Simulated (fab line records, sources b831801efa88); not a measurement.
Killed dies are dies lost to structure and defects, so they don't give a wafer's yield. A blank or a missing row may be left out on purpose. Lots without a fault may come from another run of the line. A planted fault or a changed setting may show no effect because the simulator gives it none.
fab line records | flow gf180mcu
record lots=6 wafers=18 last_day=33
route steps=602 shown DNWELL@40 NWELL@42 LVPWELL@54 MVSD@66
lots that met no fault: from a run of the same line without faults
start_h: hours from the record's first day to the start of the lot's first wafer shown | wait_h: hours since the lot's step before | " the same as in the row above | L1.1+2: a row that stands for several wafers | - no value, or no start given | * or withheld: withheld | < > ~ a bound
route shown NAME@n: a module of which the file shows steps, and the number in the route of the first | usual: mean/standard deviation of fault-free wafers | same: alike in all rows | chamber/n: place in a boat | sites: the reading at each site | _std_site: their standard deviation | _edge_site: outer sites' mean less inner sites' | radius_mm: how far each site lies from the wafer's centre | mask NAME#n: copy n | behind: the tool/chamber that last shaped the wafer | hold: why the lot was held/for how many hours/how that ended | device: the transistor (n, p or np) that didn't switch | end of line: the same wafers' tests at the end of the route | a step without rows: its recipe alone | killed: dies lost to structure and defects at the first sort, not the wafer's yield | map: a wafer's dies, x killed, . not, _ none there
set.NAME: the setting as run; set.NAME@STEP: as run at that earlier step | model.NAME: the simulator's own value behind a step, which no gauge read
lots at some steps of the route; a table a step, a row a wafer
services: from which hour (start_h, from the record's first day; less than 0 if before it) a tool's chamber was out of use, for how many hours, and why
## steps
# step GF_DNWELL_STRIP_08
# recipe chemistry=O2/N2 power_w=1400 pressure_mtorr=1500 platen_temp_c=250 o2_flow_sccm=3000 n2_flow_sccm=300 overash_fraction=0.5
# usual chamber_pressure_mTorr=1499.9/1.4 drypump_motor_current_A=5.7/0.48 heater_power_w=345/52 oes_product_au=0.723/0.0046 strip_time_to_endpoint_s=36.95/0.097
# same overash_fraction=0.5
# columns lot.wafer tool chamber start_h wait_h chamber_pressure_mTorr drypump_motor_current_A heater_power_w oes_product_au rf_hours_counter_h strip_time_to_endpoint_s
L125.1 plasma_asher-03 1 60.59 0.1 1503.5 5.5 353 0.715 42 36.81
L125.2 " 0 " " 1499.4 6.6 290 0.725 42 36.97
L125.3 " 0 " " 1502.4 6.5 295 0.724 - 37.06
L127.1 plasma_asher-04 1 71.74 0.1 1499.8 5.1 310 0.719 40 37.05
L127.3 " 1 " " 1500.6 5.1 317 0.724 - 36.93
L127.5 " 0 " " 1499.7 5.4 431 0.719 - 36.88
L129.3 plasma_asher-04 1 83.48 0.1 1499.2 5.1 308 0.728 - 36.90
L129.5 " 1 " " 1496.8 5.2 311 0.715 - 36.82
L129.6 " 0 " " 1500.5 5.4 430 0.723 - 36.83
L132.3 plasma_asher-04 1 97.03 0.1 1498.8 5.1 313 0.724 - 37.07
L132.4 " 0 " " 1497.8 5.4 433 0.722 - 37.01
L132.6 " 0 " " 1499.2 5.4 432 0.718 - 37.12
L139.2 plasma_asher-04 0 131.29 0.1 1500.7 5.4 443 0.724 46 36.81
L139.3 " 1 " " 1501.6 5.1 315 0.719 - 36.76
L139.5 " 1 " " 1499.7 5.1 309 0.719 - 36.83
L140.2 plasma_asher-04 0 137.82 0.1 1498.2 5.4 418 0.727 47 36.92
L140.5 " 0 " " 1497.3 5.4 430 0.725 - 36.93
L140.6 " 1 " " 1501.6 5.1 305 0.724 - 36.92
# step GF_DNWELL_TW_MEAS_09
# usual DNWELL_TW=1346/16
# columns lot.wafer tool chamber start_h wait_h DNWELL_TW
L125.1 film_metro-03 - 60.69 0.1 1332
L125.2 " - " " 1338
L125.3 " - " " 1341
L127.1 film_metro-03 - 71.84 0.1 1342
L127.3 " - " " 1341
L127.5 " - " " 1337
L129.3 film_metro-01 - 83.56 0.1 1370
L129.5 " - " " 1372
L129.6 " - " " 1371
L132.3 film_metro-04 - 97.11 0.1 1347
L132.4 " - " " 1344
L132.6 " - " " 1346
L139.2 film_metro-01 - 131.40 0.1 1357
L139.3 " - " " 1361
L139.5 " - " " 1367
L140.2 film_metro-01 - 137.93 0.1 1359
L140.5 " - " " 1363
L140.6 " - " " 1361
# step GF_NWELL_DEHYDRATE_00
# recipe temp_c=200 time_s=60
# step GF_NWELL_HMDS_01
# recipe prime_time_s=60 prime_temp_c=120
# step GF_NWELL_COAT_02
# recipe spin_rpm=2000 resist_thk_nm=3000
# step GF_NWELL_SOFTBAKE_03
# recipe temp_c=110 time_s=withheld
# step GF_NWELL_EXPOSE_04
# recipe mask_id=Nwell target_cd_nm=860 na=0.6 source_shape=conventional sigma_outer=0.6 dose_mj=260
# step GF_NWELL_PEB_05
# recipe temp_c=115 time_s=withheld
# step GF_NWELL_DEVELOP_06
# recipe wall_angle_deg=90 develop_time_s=60 dev_temp_c=23
# step GF_NWELL_OVL_MEAS_07
# usual NWELL_OVL=1.3/1.5
# columns lot.wafer tool chamber start_h wait_h NWELL_OVL[nm]
L125.1 overlay-01 - 73.49 - 1.3
L125.2 " - " " 1.1
L125.3 " - " " 0.1
L127.1 overlay-01 - 85.19 - 3.1
L127.3 " - " " 1.7
L127.5 " - " " 0.7
L129.3 overlay-02 - 97.81 - -0.4
L129.5 " - " " -0.4
L129.6 " - " " -0.6
L132.3 overlay-01 - 111.42 - -1.2
L132.4 " - " " 2.0
L132.6 " - " " 0.1
L139.2 overlay-02 - 146.20 - 3.4
L139.3 " - " " 1.6
L139.5 " - " " 3.1
L140.2 overlay-01 - 153.60 - -2.4
L140.5 " - " " -2.1
L140.6 " - " " -1.1
# step GF_NWELL_IMPLANT_08
# recipe species=P energy_kev=450 dose_cm2=1.5e+13 tilt_deg=0
# step GF_NWELL_IMPLANT_09
# recipe species=P energy_kev=160 dose_cm2=4e+12 tilt_deg=0
# step GF_NWELL_STRIP_10
# recipe chemistry=O2/N2 power_w=1400 pressure_mtorr=1500 platen_temp_c=250 o2_flow_sccm=3000 n2_flow_sccm=300 overash_fraction=0.5
# usual chamber_pressure_mTorr=1500.0/1.2 drypump_motor_current_A=6.0/0.35 heater_power_w=312/19 oes_product_au=0.723/0.0048 overash_fraction=0.5/0 strip_time_to_endpoint_s=36.92/0.084
# columns lot.wafer tool chamber start_h wait_h chamber_pressure_mTorr drypump_motor_current_A heater_power_w oes_product_au overash_fraction rf_hours_counter_h strip_time_to_endpoint_s model.coat_of_NWELL_COAT_02.thk_nm
L125.1 plasma_asher-01 1 73.83 0.1 1499.7 5.6 311 0.727 0.5 26 36.84 0
L125.2 " 0 " " 1501.7 6.0 304 0.722 0.5 26 36.96 0
L125.3 " 0 " " 1500.2 6.0 299 0.720 0.5 - 36.82 0
L127.1 plasma_asher-02 1 85.53 0.1 1499.6 6.2 304 0.730 0.5 45 36.82 0
L127.3 " 1 " " 1500.0 6.2 307 0.729 0.5 - 36.81 0
L127.5 " 0 " " 1500.2 6.0 298 0.726 0.5 - 36.96 0
L129.3 plasma_asher-03 1 98.16 0.1 1500.5 5.5 346 0.723 0.5 - 36.90 0
L129.5 " 1 " " 1501.9 5.5 340 0.721 0.5 - 37.05 0
L129.6 " 0 " " 1500.3 6.6 286 0.718 0.5 - 36.96 0
L132.3 plasma_asher-01 1 111.78 0.1 1501.5 5.6 301 0.722 0.5 - 36.99 0
L132.4 " 0 " " 1498.9 6.0 293 0.726 0.5 - 36.99 0
L132.6 " 1 " " 1501.1 5.6 308 0.724 0.5 - 37.02 0
L139.2 plasma_asher-02 0 146.53 0.1 - - - - - - - 2988
L139.3 " 1 " " - - - - - - - 2982
L139.5 " 1 " " - - - - - - - 2989
L140.2 plasma_asher-02 0 153.93 0.1 - - - - - - - 3019
L140.5 " 1 " " - - - - - - - 3006
L140.6 " 0 " " - - - - - - - 3005
# step GF_NWELL_TW_MEAS_11
# usual NWELL_TW=1573/14
# columns lot.wafer tool chamber start_h wait_h NWELL_TW
L125.1 film_metro-01 - 73.93 0.1 1589
L125.2 " - " " 1581
L125.3 " - " " 1587
L127.1 film_metro-01 - 85.63 0.1 1586
L127.3 " - " " 1584
L127.5 " - " " 1584
L129.3 film_metro-01 - 98.30 0.1 1594
L129.5 " - " " 1587
L129.6 " - " " 1575
L132.3 film_metro-02 - 111.87 0.1 1556
L132.4 " - " " 1564
L132.6 " - " " 1564
L139.2 film_metro-01 - 146.64 0.1 1589
L139.3 " - " " 1583
L139.5 " - " " 1576
L140.2 film_metro-02 - 154.04 0.1 1571
L140.5 " - " " 1583
L140.6 " - " " 1575
# step GF_LVPWELL_DEHYDRATE_00
# recipe temp_c=200 time_s=60
# step GF_LVPWELL_HMDS_01
# recipe prime_time_s=60 prime_temp_c=120
# step GF_LVPWELL_COAT_02
# recipe spin_rpm=2000 resist_thk_nm=3000
# step GF_LVPWELL_SOFTBAKE_03
# recipe temp_c=110 time_s=withheld
# step GF_LVPWELL_EXPOSE_04
# recipe mask_id=LVPWELL target_cd_nm=600 na=0.6 source_shape=conventional sigma_outer=0.6 dose_mj=260
# step GF_LVPWELL_PEB_05
# recipe temp_c=115 time_s=withheld
# step GF_LVPWELL_DEVELOP_06
# recipe wall_angle_deg=90 develop_time_s=60 dev_temp_c=23
# step GF_LVPWELL_OVL_MEAS_07
# usual LVPWELL_OVL=-0.3/1.2
# columns lot.wafer tool chamber start_h wait_h LVPWELL_OVL[nm]
L125.1 overlay-01 - 87.29 - -1.5
L125.2 " - " " 1.7
L125.3 " - " " 0.1
L127.1 overlay-02 - 99.46 - -1.0
L127.3 " - " " 0.4
L127.5 " - " " -1.2
L129.3 overlay-01 - 112.12 - 0.8
L129.5 " - " " 1.6
L129.6 " - " " -2.0
L132.3 overlay-02 - 126.47 - -1.6
L132.4 " - " " -2.3
L132.6 " - " " -1.5
L139.2 overlay-01 - 163.20 - 0.7
L139.3 " - " " 0.2
L139.5 " - " " 0.1
L140.2 overlay-01 - 169.55 - 0.0
L140.5 " - " " 0.6
L140.6 " - " " 0.5
# step GF_LVPWELL_IMPLANT_08
# recipe species=B energy_kev=170 dose_cm2=1.5e+13 tilt_deg=0
# step GF_LVPWELL_IMPLANT_09
# recipe species=B energy_kev=60 dose_cm2=4.726e+12 tilt_deg=0
# step GF_LVPWELL_STRIP_10
# recipe chemistry=O2/N2 power_w=1400 pressure_mtorr=1500 platen_temp_c=250 o2_flow_sccm=3000 n2_flow_sccm=300 overash_fraction=0.5
# usual chamber_pressure_mTorr=1499.8/1.4 drypump_motor_current_A=5.8/0.37 heater_power_w=330/44 oes_product_au=0.722/0.0048 strip_time_to_endpoint_s=36.98/0.11
# same overash_fraction=0.5
# columns lot.wafer tool chamber start_h wait_h chamber_pressure_mTorr drypump_motor_current_A heater_power_w oes_product_au rf_hours_counter_h strip_time_to_endpoint_s
L125.1 plasma_asher-04 0 87.63 0.1 1500.9 5.4 429 0.722 42 37.03
L125.2 " 1 " " 1500.2 5.1 307 0.727 42 37.03
L125.3 " 0 " " 1498.4 5.4 441 0.726 - 37.12
L127.1 plasma_asher-04 0 99.80 0.1 1502.2 5.4 431 0.721 43 36.96
L127.3 " 0 " " 1498.8 5.4 431 0.725 - 37.03
L127.5 " 1 " " 1502.9 5.1 310 0.721 - 36.94
L129.3 plasma_asher-01 1 112.48 0.1 1500.8 5.6 312 0.721 - 36.93
L129.5 " 0 " " 1501.7 6.0 301 0.715 - 36.99
L129.6 " 1 " " 1499.6 5.6 304 0.711 - 36.95
L132.3 plasma_asher-04 1 126.83 0.1 1500.5 5.2 312 0.715 - 36.90
L132.4 " 0 " " 1500.8 5.4 436 0.722 - 36.87
L132.6 " 1 " " 1499.9 5.1 312 0.730 - 36.79
L139.2 plasma_asher-02 0 163.53 0.1 1502.6 6.1 324 0.737 5 80.96
L139.3 " 0 " " 1499.6 6.0 316 0.731 - 80.98
L139.5 " 1 " " 1499.8 6.2 323 0.746 - 81.04
L140.2 plasma_asher-02 0 169.88 0.1 1497.7 6.0 321 0.735 6 81.62
L140.5 " 1 " " 1500.8 6.2 328 0.738 - 81.38
L140.6 " 0 " " 1499.9 6.1 317 0.741 - 81.24
# step GF_LVPWELL_TW_MEAS_11
# usual LVPWELL_TW=556/5.4
# columns lot.wafer tool chamber start_h wait_h LVPWELL_TW
L125.1 film_metro-02 - 87.73 0.1 552
L125.2 " - " " 554
L125.3 " - " " 552
L127.1 film_metro-02 - 99.90 0.1 553
L127.3 " - " " 553
L127.5 " - " " 550
L129.3 film_metro-03 - 112.57 0.1 551
L129.5 " - " " 554
L129.6 " - " " 554
L132.3 film_metro-02 - 126.92 0.1 554
L132.4 " - " " 553
L132.6 " - " " 556
L139.2 film_metro-01 - 163.64 0.1 30
L139.3 " - " " 30
L139.5 " - " " 30
L140.2 film_metro-03 - 169.99 0.1 30
L140.5 " - " " 30
L140.6 " - " " 30
# step GF_MVSD_DEHYDRATE_00
# recipe temp_c=200 time_s=60
## services
# columns tool chamber start_h hours kind
plasma_asher-01 - 99.63 1.3 repair
plasma_asher-02 - 108.75 9.0 pm
plasma_asher-02 0 108.75 9.0 vent_cycle
plasma_asher-02 1 108.75 9.0 vent_cycle
plasma_asher-02 0 117.75 - clean
plasma_asher-02 1 117.75 - clean
plasma_asher-04 - 157.13 12.0 repair
## key
first_sign step=GF_NWELL_STRIP_10 reading=tool_record direction=missing
effect step=GF_LVPWELL_STRIP_10 reading=strip_time_to_endpoint_s direction=up sigmas=99+ usual=* struck=*
effect step=GF_LVPWELL_TW_MEAS_11 reading=LVPWELL_TW direction=down sigmas=97 usual=556 struck=30
model_effect step=GF_NWELL_STRIP_10 value=coat_of_NWELL_COAT_02.thk_nm without=0 struck=2998
met_at GF_NWELL_STRIP_10
struck_wafers L139.2,L139.3,L139.5,L140.2,L140.5,L140.6
sort_left_out L139.2,L139.3,L139.5,L140.2,L140.5,L140.6
tester_left_out L139,L140
onset_between 85.53 146.53
fault kind=skipped_step_whole tool=plasma_asher-02 chamber=- onset_h=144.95 steps=GF_NWELL_STRIP_10 scope=struck_lots_only
# tester_left_out: of these lots the tester's yield and bins aren't shown, on N5 and GAA mostly nor the transistor test; their killed dies are dies lost to structure and defects alone, not to doping, threshold or leakage, so they don't give the yield
# sort_left_out: the simulated sort isn't trusted on such a fault, so these wafers' sort isn't shown, and their yield isn't known
